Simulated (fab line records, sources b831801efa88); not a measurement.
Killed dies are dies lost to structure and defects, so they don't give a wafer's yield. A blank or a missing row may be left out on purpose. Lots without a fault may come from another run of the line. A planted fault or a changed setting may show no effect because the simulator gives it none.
fab line records | flow sky130
record lots=6 wafers=18 last_day=50
route steps=708 shown CAPM@548 METAL3@555
lots that met no fault: from a run of the same line without faults
start_h: hours from the record's first day to the start of the lot's first wafer shown | wait_h: hours since the lot's step before | " the same as in the row above | L1.1+2: a row that stands for several wafers | - no value, or no start given | * or withheld: withheld | < > ~ a bound
route shown NAME@n: a module of which the file shows steps, and the number in the route of the first | usual: mean/standard deviation of fault-free wafers | same: alike in all rows | chamber/n: place in a boat | sites: the reading at each site | _std_site: their standard deviation | _edge_site: outer sites' mean less inner sites' | radius_mm: how far each site lies from the wafer's centre | mask NAME#n: copy n | behind: the tool/chamber that last shaped the wafer | hold: why the lot was held/for how many hours/how that ended | device: the transistor (n, p or np) that didn't switch | end of line: the same wafers' tests at the end of the route | a step without rows: its recipe alone | killed: dies lost to structure and defects at the first sort, not the wafer's yield | map: a wafer's dies, x killed, . not, _ none there
set.NAME: the setting as run; set.NAME@STEP: as run at that earlier step | model.NAME: the simulator's own value behind a step, which no gauge read
lots at some steps of the route; a table a step, a row a wafer
services: from which hour (start_h, from the record's first day; less than 0 if before it) a tool's chamber was out of use, for how many hours, and why
## steps
# step SKY_CAPM_DEVELOP_11
# recipe resist=NOVOLAK developer=TMAH develop_time_s=60 dev_temp_c=23
# step SKY_CAPM_OVL_MEAS_12
# usual CAPM_OVL=-0.6/1.2
# columns lot.wafer tool chamber start_h wait_h CAPM_OVL[nm]
L962.2 overlay-01 - 883.33 0.1 -1.9
L962.3 " - " " 0.3
L962.5 " - " " 0.0
L971.1 overlay-01 - 952.88 0.1 -0.7
L971.4 " - " " -1.9
L971.5 " - " " -1.7
L976.1 overlay-01 - 986.25 0.1 -1.3
L976.4 " - " " -1.9
L976.5 " - " " -1.8
L977.3 overlay-02 - 997.71 0.1 0.1
L977.4 " - " " 0.2
L977.6 " - " " -0.5
L981.2 overlay-01 - 1018.36 0.1 -1.4
L981.3 " - " " -0.5
L981.6 " - " " 1.1
L984.3 overlay-01 - 1035.39 0.1 1.2
L984.4 " - " " -0.4
L984.6 " - " " 1.3
# step SKY_CAPM_METAL_ETCH_13
# recipe target_depth_nm=220 stop_on=SiO2 chemistry=Cl2/BCl3 target=TiN pressure_mtorr=10 icp_w=900 bias_w=48.5 Cl2_flow_sccm=60 bcl3_flow_sccm=30 time_s=62.9
# usual drypump_motor_current_A=5.89/0.23 oes_product_au=0.956/0.0072 throttle_valve_pct=21.891/0.01
# columns lot.wafer tool chamber start_h wait_h drypump_motor_current_A oes_product_au rf_hours_counter_h throttle_valve_pct
L962.2 rie_metal-01 1 883.36 0.0 5.64 0.965 4 21.879
L962.3 " 1 " " 5.66 0.961 - 21.881
L962.5 " 0 " " 5.80 0.954 - 21.883
L971.1 rie_metal-01 1 952.91 0.0 5.61 0.947 7 21.894
L971.4 " 0 " " 5.79 0.952 - 21.899
L971.5 " 0 " " 5.80 0.951 - 21.897
L976.1 rie_metal-01 1 986.29 0.0 5.64 0.957 8 21.893
L976.4 " 1 " " 5.63 0.958 - 21.891
L976.5 " 0 " " 5.84 0.957 - 21.905
L977.3 rie_metal-04 1 997.76 0.0 6.31 0.958 - 21.889
L977.4 " 0 " " 5.86 0.966 - 21.893
L977.6 " 0 " " 5.82 0.952 - 21.877
L981.2 rie_metal-04 0 1018.39 0.0 5.86 0.945 10 21.904
L981.3 " 0 " " 5.84 0.947 - 21.900
L981.6 " 0 " " 5.86 0.935 - 21.908
L984.3 rie_metal-01 0 1035.44 0.0 5.79 0.972 - 21.878
L984.4 " 1 " " 5.65 0.952 - 21.893
L984.6 " 0 " " 5.80 0.959 - 21.884
# step SKY_CAPM_STRIP_14
# recipe chemistry=O2/N2 power_w=1400 pressure_mtorr=1500 platen_temp_c=withheld o2_flow_sccm=3000 n2_flow_sccm=300 overash_fraction=0.5
# usual drypump_motor_current_A=5.8/0.38 oes_product_au=0.711/0.0048 strip_time_to_endpoint_s=12.78/0.039
# columns lot.wafer tool chamber start_h wait_h drypump_motor_current_A oes_product_au rf_hours_counter_h strip_time_to_endpoint_s
L962.2 plasma_asher-03 1 883.44 0.1 6.1 0.717 14 12.72
L962.3 " 0 " " 5.9 0.711 - 12.71
L962.5 " 1 " " 6.1 0.713 - 12.84
L971.1 plasma_asher-01 1 953.02 0.1 5.2 0.705 52 12.76
L971.4 " 0 " " 6.3 0.704 - 12.81
L971.5 " 1 " " 5.2 0.714 - 12.79
L976.1 plasma_asher-03 1 986.36 0.1 6.1 0.712 22 12.68
L976.4 " 0 " " 5.9 0.713 - 12.71
L976.5 " 1 " " 6.1 0.707 - 12.72
L977.3 plasma_asher-04 0 997.85 0.1 5.3 0.703 - 12.76
L977.4 " 1 " " 5.7 0.714 - 12.80
L977.6 " 1 " " 5.7 0.706 - 12.76
L981.2 plasma_asher-01 1 1018.46 0.1 5.2 0.704 59 12.79
L981.3 " 0 " " 6.3 0.709 - 12.78
L981.6 " 0 " " 6.3 0.704 - 12.76
L984.3 plasma_asher-04 0 1035.53 0.1 5.3 0.714 - 12.77
L984.4 " 1 " " 5.7 0.710 - 12.80
L984.6 " 1 " " 5.7 0.711 - 12.81
# step SKY_CAPM_STRIP_15
# recipe chemistry=post_etch_residue_remover time_s=1200 temp_c=72.5
# step SKY_CAPM_CLEAN_16
# recipe chemistry=IPA time_s=180 temp_c=25
# step SKY_CAPM_CLEAN_17
# recipe chemistry=O3/DIW dry=n2_spin
# step SKY_METAL3_DEHYDRATE_05
# recipe temp_c=200 time_s=60
# step SKY_METAL3_HMDS_06
# recipe prime_time_s=60 prime_temp_c=120
# step SKY_METAL3_COAT_07
# recipe resist=BARC temp_c=withheld time_s=withheld spin_rpm=3000 resist_thk_nm=60
# step SKY_METAL3_COAT_08
# recipe resist=KrF-thick spin_rpm=3000 resist_thk_nm=1140
# step SKY_METAL3_SOFTBAKE_09
# recipe temp_c=100 time_s=90 resist=KrF-thick
# step SKY_METAL3_EXPOSE_10
# recipe mask_id=MM3 na=0.68 source_shape=annular sigma_inner=0.4 sigma_outer=0.8 target_cd_nm=300 dose_mj=28
# usual exposure_dose_mJ_cm2=27.997/0.029 focus_offset_nm=0.0/0.53 stage_vel_mm_s=500.03/0.23
# columns lot.wafer tool chamber start_h wait_h mask exposure_dose_mJ_cm2 focus_offset_nm stage_vel_mm_s
L962.2 krf_scanner-01 0 897.44 - MM3#0 27.980 -0.7 500.08
L962.3 " 0 " " MM3#0 27.993 0.1 499.78
L962.5 " 0 " " MM3#0 28.009 0.0 499.85
L971.1 krf_scanner-02 0 966.94 - MM3#0 27.958 -0.2 500.14
L971.4 " 0 " " MM3#0 27.944 -0.3 500.43
L971.5 " 0 " " MM3#0 27.991 0.0 500.35
L976.1 krf_scanner-02 - 998.50 - MM3#0 - - -
L976.4 " - " " MM3#0 - - -
L976.5 " - " " MM3#0 - - -
L977.3 krf_scanner-02 - 1010.34 - MM3#0 - - -
L977.4 " - " " MM3#0 - - -
L977.6 " - " " MM3#0 - - -
L981.2 krf_scanner-02 0 1029.74 - MM3#0 27.999 -0.2 500.34
L981.3 " 0 " " MM3#0 28.011 0.1 500.12
L981.6 " 0 " " MM3#0 28.075 -0.3 499.86
L984.3 krf_scanner-02 0 1047.46 - MM3#0 28.006 -0.2 500.17
L984.4 " 0 " " MM3#0 28.026 -0.2 499.93
L984.6 " 0 " " MM3#0 27.998 0.5 500.08
# step SKY_METAL3_PEB_11
# recipe peb_temp_c=withheld peb_time_s=withheld resist=KrF-thick
## services
# columns tool chamber start_h hours kind
rie_metal-04 - 865.16 1.4 pm
plasma_asher-03 - 869.30 0.8 repair
krf_scanner-01 - 869.71 1.0 pm
plasma_asher-01 - 888.95 8.0 repair
rie_metal-04 - 897.11 2.8 pm
krf_scanner-02 - 898.15 1.0 pm
krf_scanner-01 - 898.21 0.7 repair
plasma_asher-03 - 908.75 2.7 repair
krf_scanner-02 - 915.23 0.8 pm
rie_metal-04 1 936.01 13.9 repair
krf_scanner-02 - 942.82 1.3 pm
krf_scanner-01 - 945.07 1.2 repair
krf_scanner-01 - 962.96 1.3 pm
plasma_asher-03 - 966.21 14.6 pm
rie_metal-04 1 982.30 14.9 repair
krf_scanner-01 - 987.82 0.8 pm
plasma_asher-04 - 1002.17 1.3 repair
krf_scanner-01 - 1011.33 1.5 pm
plasma_asher-01 - 1012.65 1.5 repair
krf_scanner-01 - 1038.71 1.0 pm
rie_metal-04 0 1045.44 15.5 repair
## key
first_sign step=SKY_METAL3_EXPOSE_10 reading=tool_record direction=missing
effect none on later readings
met_at SKY_METAL3_EXPOSE_10
struck_wafers L976.1,L976.4,L976.5,L977.3,L977.4,L977.6
later_rows_left_out L976.1,L976.4,L976.5,L977.3,L977.4,L977.6
sort_left_out L976.1,L976.4,L976.5,L977.3,L977.4,L977.6
onset_between 966.94 998.50
fault kind=skipped_step_whole tool=krf_scanner-02 chamber=- onset_h=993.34 steps=SKY_METAL3_EXPOSE_10 scope=struck_lots_only
# sort_left_out: the simulated sort isn't trusted on such a fault, so these wafers' sort isn't shown, and their yield isn't known
# later_rows_left_out: the simulator's readings of these wafers behind a module that went badly wrong aren't trusted and aren't shown, but for the sort
